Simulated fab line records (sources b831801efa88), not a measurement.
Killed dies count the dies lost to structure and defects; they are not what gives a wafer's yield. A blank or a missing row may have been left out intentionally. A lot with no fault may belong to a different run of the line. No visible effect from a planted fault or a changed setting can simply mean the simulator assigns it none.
Chamber matching || flow gf180mcu || GF_V4_ETCH_16 on rie diel-02 has 4 sister chambers
The step etches BARC in N2/H2. 16 wafers are shown with their chamber, then 8 later ones without.

== WAFERS, EACH WITH ITS CHAMBER ==
{"wafer": "L074.1", "chamber": 3, "drypump motor current A (A)": 5.9, "rf fwd power W (W)": 496.7, "throttle valve pct (%)": 13.237}
{"wafer": "L074.4", "chamber": 0, "drypump motor current A (A)": 6.3, "rf fwd power W (W)": 493.8, "throttle valve pct (%)": 13.219}
{"wafer": "L074.5", "chamber": 0, "drypump motor current A (A)": 6.2, "rf fwd power W (W)": 493.5, "throttle valve pct (%)": 13.219}
{"wafer": "L083.1", "chamber": 1, "drypump motor current A (A)": 6.4, "rf fwd power W (W)": 496.4, "throttle valve pct (%)": 13.217}
{"wafer": "L083.2", "chamber": 0, "drypump motor current A (A)": 6.3, "rf fwd power W (W)": 491.3, "throttle valve pct (%)": 13.228}
{"wafer": "L083.4", "chamber": 3, "drypump motor current A (A)": 5.9, "rf fwd power W (W)": 495.1, "throttle valve pct (%)": 13.233}
{"wafer": "L084.1", "chamber": 2, "drypump motor current A (A)": 5.8, "rf fwd power W (W)": 492.2, "throttle valve pct (%)": 13.226}
{"wafer": "L084.4", "chamber": 3, "drypump motor current A (A)": 5.9, "rf fwd power W (W)": 496.3, "throttle valve pct (%)": 13.240}
{"wafer": "L084.6", "chamber": 1, "drypump motor current A (A)": 6.4, "rf fwd power W (W)": 493.2, "throttle valve pct (%)": 13.203}
{"wafer": "L085.2", "chamber": 1, "drypump motor current A (A)": 6.4, "rf fwd power W (W)": 493.8, "throttle valve pct (%)": 13.229}
{"wafer": "L085.3", "chamber": 0, "drypump motor current A (A)": 6.2, "rf fwd power W (W)": 491.4, "throttle valve pct (%)": 13.215}
{"wafer": "L085.4", "chamber": 2, "drypump motor current A (A)": 5.8, "rf fwd power W (W)": 491.5, "throttle valve pct (%)": 13.233}
{"wafer": "L087.1", "chamber": 3, "drypump motor current A (A)": 5.9, "rf fwd power W (W)": 495.7, "throttle valve pct (%)": 13.218}
{"wafer": "L087.2", "chamber": 2, "drypump motor current A (A)": 5.8, "rf fwd power W (W)": 494.5, "throttle valve pct (%)": 13.220}
{"wafer": "L087.3", "chamber": 0, "drypump motor current A (A)": 6.3, "rf fwd power W (W)": 493.4, "throttle valve pct (%)": 13.231}
{"wafer": "L090.2", "chamber": 3, "drypump motor current A (A)": 5.9, "rf fwd power W (W)": 497.8, "throttle valve pct (%)": 13.207}

SIGNATURES, as means of the wafers listed above
{"reading": "drypump motor current A", "chamber 0": 6.260, "chamber 1": 6.400, "chamber 2": 5.800, "chamber 3": 5.900, "scatter within a chamber": 0.0316}
{"reading": "rf fwd power W", "chamber 0": 492.680, "chamber 1": 494.467, "chamber 2": 492.733, "chamber 3": 496.320, "scatter within a chamber": 1.32}
{"reading": "throttle valve pct", "chamber 0": 13.22240, "chamber 1": 13.21633, "chamber 2": 13.22633, "chamber 3": 13.22700, "scatter within a chamber": 0.0108}
Rule: for a wafer and a chamber, the distance is found by dividing, reading by reading, the gap between the wafer's reading and the chamber's mean by the reading's scatter, squaring, summing and taking the root. The wafer belongs to the nearest chamber; if the next one is less than 2 further off, it can't be placed. How the scatter is found: for the shown wafers, subtract from each reading the mean of its chamber, square and add these, divide the total by (wafers less chambers), then take the root.

== WAFERS WITHOUT THEIR CHAMBER ==
{"wafer": "L090.4", "drypump motor current A (A)": 6.4, "rf fwd power W (W)": 493.9, "throttle valve pct (%)": 13.232}
{"wafer": "L090.5", "drypump motor current A (A)": 5.9, "rf fwd power W (W)": 496.6, "throttle valve pct (%)": 13.230}
{"wafer": "L094.1", "drypump motor current A (A)": 6.3, "rf fwd power W (W)": 493.3, "throttle valve pct (%)": 13.236}
{"wafer": "L094.4", "drypump motor current A (A)": 5.8, "rf fwd power W (W)": 493.9, "throttle valve pct (%)": 13.230}
{"wafer": "L094.5", "drypump motor current A (A)": 5.9, "rf fwd power W (W)": 496.1, "throttle valve pct (%)": 13.212}
{"wafer": "L095.1", "drypump motor current A (A)": 6.3, "rf fwd power W (W)": 495.5, "throttle valve pct (%)": 13.226}
{"wafer": "L095.3", "drypump motor current A (A)": 6.4, "rf fwd power W (W)": 495.9, "throttle valve pct (%)": 13.234}
{"wafer": "L095.6", "drypump motor current A (A)": 5.9, "rf fwd power W (W)": 496.9, "throttle valve pct (%)": 13.215}

== THE CHAMBER EACH PASSED THROUGH ==
{"wafer": "L090.4", "from the rows above": 1, "in truth": 1}
{"wafer": "L090.5", "from the rows above": 3, "in truth": 3}
{"wafer": "L094.1", "from the rows above": "can't be placed: 0 or 1", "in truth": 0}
{"wafer": "L094.4", "from the rows above": 2, "in truth": 2}
{"wafer": "L094.5", "from the rows above": 3, "in truth": 3}
{"wafer": "L095.1", "from the rows above": "can't be placed: 0 or 1", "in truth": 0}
{"wafer": "L095.3", "from the rows above": 1, "in truth": 1}
{"wafer": "L095.6", "from the rows above": 3, "in truth": 3}
Placed correctly: 6 of 8. These rows do not allow placing 2 (true chamber among the candidates in 2). Number placed wrongly: 0.
